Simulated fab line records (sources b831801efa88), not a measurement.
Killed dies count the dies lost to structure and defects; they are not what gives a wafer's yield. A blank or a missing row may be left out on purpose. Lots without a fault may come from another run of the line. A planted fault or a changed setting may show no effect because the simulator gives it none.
Chamber matching | flow sky130 | 4 sister chambers for SKY_VIA3_ETCH_15 on rie-diel-04
The step etches SiO2 in C4F8/O2/Ar, stops on TiN, target depth 507 nm, time 78 s. 4 wafers are shown with their chamber, then 12 later ones without.

## WAFERS PAIRED WITH THEIR CHAMBERS
wafer  | chamber | oes-product-au (a.u.)
L086.1 | 2       | 0.944
L088.2 | 3       | 0.944
L088.4 | 0       | 0.951
L088.6 | 1       | 0.947

## WAFERS WHOSE CHAMBER IS MISSING
wafer  | oes-product-au (a.u.)
L090.1 | 0.934
L090.3 | 0.944
L090.6 | 0.949
L091.1 | 0.941
L091.3 | 0.939
L091.4 | 0.946
L092.1 | 0.951
L092.2 | 0.944
L092.6 | 0.944
L097.2 | 0.949
L097.4 | 0.953
L097.6 | 0.945

## WHICH CHAMBER EACH ONE RAN IN
wafer  | from the rows above               | in truth
L090.1 | can't be placed: 2 or 3 or 1 or 0 | 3
L090.3 | can't be placed: 2 or 3 or 1 or 0 | 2
L090.6 | can't be placed: 0 or 1 or 2 or 3 | 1
L091.1 | can't be placed: 2 or 3 or 1 or 0 | 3
L091.3 | can't be placed: 2 or 3 or 1 or 0 | 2
L091.4 | can't be placed: 1 or 2 or 3 or 0 | 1
L092.1 | can't be placed: 0 or 1 or 2 or 3 | 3
L092.2 | can't be placed: 2 or 3 or 1 or 0 | 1
L092.6 | can't be placed: 2 or 3 or 1 or 0 | 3
L097.2 | can't be placed: 0 or 1 or 2 or 3 | 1
L097.4 | can't be placed: 0 or 1 or 2 or 3 | 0
L097.6 | can't be placed: 2 or 3 or 1 or 0 | 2
0 of 12 placed correctly. Can't be placed from these rows: 12 (the true chamber is among the candidates in 12). Number placed wrongly: 0.
How it was worked out, from the rows above alone: a wafer's distance from a chamber is the root of the sum, over the readings, of the square of ((its reading less the chamber's mean) divided by the reading's scatter). If the next closest chamber is less than 2 further off than the closest, the wafer can't be placed; otherwise it belongs to the closest. Each chamber's mean is taken over the wafers shown for it. The scatter (one wafer shown for each chamber): square how far every hidden wafer sits from the nearest shown wafer, average those squares and take the square root.
